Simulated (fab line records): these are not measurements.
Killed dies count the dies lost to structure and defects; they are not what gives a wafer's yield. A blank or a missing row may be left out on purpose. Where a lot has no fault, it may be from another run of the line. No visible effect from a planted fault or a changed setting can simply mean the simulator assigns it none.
fab line records    flow gf180mcu
record lots=7  wafers=21  last-day=35
route steps=602 shown V1@335
lots that met no fault: taken from a fault-free run of the same line
start-h: start of the lot's first displayed wafer, in hours after the record's first day    wait-h: how many hours have passed since the lot's step before this one    " identical to the entry in the row above    L1.1+2: one row covering several wafers at once    - value missing, or start not given    * or withheld: withheld    < > ~ a bound
route shown NAME@n: a module of which the file shows steps, and the number in the route of the first    usual: mean/standard deviation taken from wafers without a fault    same: alike in all rows    chamber/n: place in a boat    sites: each site's reading    _std_site: the values' standard deviation    _edge_site: inner sites' mean taken away from outer sites' mean    radius-mm: how far each site lies from the wafer's centre    mask NAME#n: copy n    behind: the most recent tool/chamber to have shaped the wafer    hold: what put the lot on hold/how long, in hours/how the hold closed    device: whichever transistor did not switch (one of n, p or np)    end of line: the same wafers' tests at the end of the route    a step without rows: its recipe alone    killed: the dies lost at the first sort to structure and to defects; this is not the yield of the wafer    map: a wafer's dies, marking killed ones x, the rest . and places with no die _
set.NAME: the run value of the setting; set.NAME@STEP: its run value at that earlier step    model.NAME: the simulator's own value behind a step, which no gauge read
a table for each step, a row for each wafer; lots at some steps of the route
services: when a tool's chamber went out of use (start-h, in hours from the record's first day, below 0 if earlier), for how many hours, and the reason
## steps
# step GF_V1_CVD_00
# recipe material=SiO2  target-thk-nm=600  sigma-open-frac=0.3  temp-c=400  time-s=100  sih4-flow-sccm=60  pressure-mtorr=6
# step GF_V1_THK_MEAS_01
# recipe reads=SiO2_of_V1_CVD_00
# usual V1_CVD_00_THK=598/6.3
lot.wafer  tool           chamber  start-h  wait-h  V1_CVD_00_THK[nm]
L853.1     film-metro-03  -        390.44   0.0     604
L853.3     "              -        "        "       596
L853.5     "              -        "        "       598
L855.2     film-metro-04  -        413.63   0.1     603
L855.4     "              -        "        "       608
L855.5     "              -        "        "       603
L858.2     film-metro-02  -        451.68   0.0     595
L858.3     "              -        "        "       606
L858.4     "              -        "        "       594
L868.1     film-metro-04  -        535.92   0.0     609
L868.3     "              -        "        "       596
L868.4     "              -        "        "       608
L869.4     film-metro-03  -        538.44   0.0     592
L869.5     "              -        "        "       592
L869.6     "              -        "        "       602
L870.1     film-metro-04  -        545.14   0.0     608
L870.2     "              -        "        "       599
L870.6     "              -        "        "       598
L876.1     film-metro-02  -        591.09   0.0     588
L876.3     "              -        "        "       585
L876.5     "              -        "        "       595
# step GF_V1_CVD_02
# recipe material=SiO2  target-thk-nm=850  precursor=TEOS  temp-c=400  time-s=94.851  rf-w=600
# usual heater-power-w=690/99
lot.wafer  tool      chamber  start-h  wait-h  heater-power-w  since-wet-clean-h
L853.1     pecvd-03  1        390.50   0.1     658             8
L853.3     "         2        "        "       776             8
L853.5     "         2        "        "       786             -
L855.2     pecvd-02  0        413.68   0.0     619             239
L855.4     "         0        "        "       636             -
L855.5     "         1        "        "       806             -
L858.2     pecvd-04  1        451.73   0.0     722             694
L858.3     "         2        "        "       683             694
L858.4     "         2        "        "       731             -
L868.1     pecvd-03  2        535.98   0.1     730             153
L868.3     "         0        "        "       602             153
L868.4     "         2        "        "       781             -
L869.4     pecvd-02  0        538.50   0.1     585             -
L869.5     "         2        "        "       724             -
L869.6     "         0        "        "       624             -
L870.1     pecvd-02  0        545.20   0.1     636             371
L870.2     "         2        "        "       751             371
L870.6     "         0        "        "       664             -
L876.1     pecvd-03  1        591.15   0.1     714             208
L876.3     "         0        "        "       563             208
L876.5     "         0        "        "       595             -
# step GF_V1_THK_MEAS_03
# recipe reads=SiO2_of_V1_CVD_02
# usual V1_CVD_02_THK=851/12
lot.wafer  tool           chamber  start-h  wait-h  V1_CVD_02_THK[nm]
L853.1     film-metro-04  -        390.56   0.0     841
L853.3     "              -        "        "       841
L853.5     "              -        "        "       854
L855.2     film-metro-02  -        413.76   0.0     841
L855.4     "              -        "        "       860
L855.5     "              -        "        "       847
L858.2     film-metro-03  -        451.82   0.1     845
L858.3     "              -        "        "       837
L858.4     "              -        "        "       840
L868.1     film-metro-03  -        536.05   0.0     851
L868.3     "              -        "        "       850
L868.4     "              -        "        "       851
L869.4     film-metro-02  -        538.60   0.1     843
L869.5     "              -        "        "       853
L869.6     "              -        "        "       846
L870.1     film-metro-03  -        545.27   0.0     842
L870.2     "              -        "        "       848
L870.6     "              -        "        "       853
L876.1     film-metro-04  -        591.22   0.0     845
L876.3     "              -        "        "       855
L876.5     "              -        "        "       865
# step GF_V1_CMP_04
# recipe material=SiO2  down-force-psi=4  platen-rpm=60  pad-velocity-m-s=0.94248
# usual motor-current-A=12.3/0.72  time-to-endpoint-s=80/6.6
lot.wafer  tool    chamber  start-h  wait-h  motor-current-A  time-to-endpoint-s
L853.1     cmp-01  1        390.62   0.1     12.6             75
L853.3     "       3        "        "       12.6             74
L853.5     "       2        "        "       12.3             71
L855.2     cmp-01  2        413.81   0.0     12.7             75
L855.4     "       1        "        "       13.6             88
L855.5     "       2        "        "       12.9             75
L858.2     cmp-01  0        451.87   0.0     11.6             79
L858.4     "       1        "        "       13.1             77
L858.3     "       2        "        "       12.3             70
L868.3     cmp-02  2        536.11   0.0     11.5             79
L868.4     "       3        "        "       12.5             82
L868.1     "       1        "        "       12.1             79
L869.4     cmp-02  3        538.63   0.0     12.0             77
L869.5     "       3        "        "       12.4             79
L869.6     "       0        "        "       11.2             71
L870.2     cmp-02  2        545.43   0.1     11.4             75
L870.1     "       3        "        "       12.9             76
L870.6     "       0        "        "       11.8             75
L876.3     cmp-01  0        591.38   0.1     11.3             82
L876.1     "       1        "        "       13.1             78
L876.5     "       2        "        "       12.2             79
# step GF_V1_BOW_MEAS_05
# recipe mode=bow
# usual V1_BOW=83/9
lot.wafer  tool           chamber  start-h  wait-h  V1_BOW[um]
L853.1     film-metro-02  -        390.92   0.2     87
L853.3     "              -        "        "       92
L853.5     "              -        "        "       93
L855.2     film-metro-04  -        414.13   0.3     73
L855.4     "              -        "        "       72
L855.5     "              -        "        "       91
L858.2     film-metro-02  -        452.19   0.3     73
L858.3     "              -        "        "       63
L858.4     "              -        "        "       68
L868.1     film-metro-03  -        536.41   0.1     87
L868.3     "              -        "        "       75
L868.4     "              -        "        "       116
L869.4     film-metro-02  -        538.99   0.3     79
L869.5     "              -        "        "       105
L869.6     "              -        "        "       96
L870.1     film-metro-02  -        545.63   0.1     72
L870.2     "              -        "        "       83
L870.6     "              -        "        "       76
L876.1     film-metro-02  -        591.58   0.1     96
L876.3     "              -        "        "       65
L876.5     "              -        "        "       83
# step GF_V1_DEHYDRATE_06
# recipe temp-c=200  time-s=60
# step GF_V1_HMDS_07
# recipe prime-time-s=60  prime-temp-c=120
# step GF_V1_COAT_08
# recipe resist=BARC  temp-c=withheld  time-s=withheld  spin-rpm=withheld  resist-thk-nm=withheld
# step GF_V1_COAT_09
# recipe resist=KrF  spin-rpm=withheld  resist-thk-nm=1000
# step GF_V1_SOFTBAKE_10
# recipe temp-c=130  time-s=60  resist=KrF
# step GF_V1_EXPOSE_11
# recipe mask-id=Via1  target-cd-nm=260  na=0.68  source-shape=conventional  sigma-outer=0.6  dose-mj=38
# step GF_V1_PEB_12
# recipe peb-temp-c=135  peb-time-s=90  resist=KrF
# usual chill-plate-temp-C=23.00/0.1  exhaust-pa=44.9/0.93
lot.wafer  tool            chamber  start-h  wait-h  chill-plate-temp-C  exhaust-pa
L853.1     litho-track-04  0        415.15   -       22.89               43.5
L853.3     "               0        "        "       23.00               43.2
L853.5     "               0        "        "       22.97               45.4
L855.2     litho-track-03  0        437.55   -       22.83               44.9
L855.4     "               0        "        "       23.05               44.6
L855.5     "               0        "        "       23.07               44.5
L858.2     litho-track-04  0        476.18   -       23.02               44.7
L858.3     "               0        "        "       23.21               44.5
L858.4     "               0        "        "       23.02               45.1
L868.1     litho-track-04  -        559.30   -       -                   -
L868.3     "               -        "        "       -                   -
L868.4     "               -        "        "       -                   -
L869.4     litho-track-02  -        560.96   -       -                   -
L869.5     "               -        "        "       -                   -
L869.6     "               -        "        "       -                   -
L870.1     litho-track-04  -        568.30   -       -                   -
L870.2     "               -        "        "       -                   -
L870.6     "               -        "        "       -                   -
L876.1     litho-track-03  0        612.67   -       23.03               44.4
L876.3     "               0        "        "       23.03               45.4
L876.5     "               0        "        "       22.93               45.9
# step GF_V1_DEVELOP_13
# recipe develop-time-s=60  resist=KrF  dev-temp-c=21
## services
tool      chamber  start-h  hours  kind
pecvd-03  -        368.88   14.0   pm
pecvd-03  0        368.88   14.0   vent-cycle
pecvd-03  1        368.88   14.0   vent-cycle
pecvd-03  2        368.88   14.0   vent-cycle
pecvd-04  -        378.90   1.3    repair
pecvd-03  0        382.88   -      clean
pecvd-03  1        382.88   -      clean
pecvd-03  2        382.88   -      clean
cmp-02    -        404.01   4.3    repair
cmp-02    -        408.36   4.0    pm
cmp-02    -        412.36   -      consumable-replace:conditioner
pecvd-04  -        419.75   3.0    repair
cmp-02    -        475.74   0.6    repair
cmp-02    -        476.98   9.1    repair
cmp-02    -        503.97   1.2    repair
pecvd-02  1        538.13   4.0    repair
cmp-02    -        540.22   1.3    repair
cmp-01    -        558.18   1.6    repair
cmp-02    -        565.61   5.8    pm
pecvd-02  -        566.38   1.5    repair
cmp-01    -        572.00   4.0    pm
cmp-01    -        576.00   -      consumable-replace:conditioner
cmp-01    -        576.00   -      consumable-replace:pad
pecvd-04  -        591.12   14.0   pm
## key
first-sign step=GF_V1_PEB_12  reading=tool-record  direction=missing
effect none on later readings
met-at GF_V1_PEB_12
struck-wafers L868.1,L868.3,L868.4,L869.4,L869.5,L869.6,L870.1,L870.2,L870.6
later-rows-left-out L868.1,L868.3,L868.4,L869.4,L869.5,L869.6,L870.1,L870.2,L870.6
sort-left-out L868.1,L868.3,L868.4,L869.4,L869.5,L869.6,L870.1,L870.2,L870.6
onset-between 476.18 559.30
fault kind=skipped-step-whole  tool=litho-track-02,litho-track-04  chamber=-  onset-h=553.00  steps=GF_V1_PEB_12  scope=struck-lots-only
# sort-left-out: the simulated sort isn't trusted on such a fault, so these wafers' sort isn't shown, and their yield isn't known
# later-rows-left-out: the simulator's readings of these wafers behind a module that went badly wrong aren't trusted and aren't shown, but for the sort
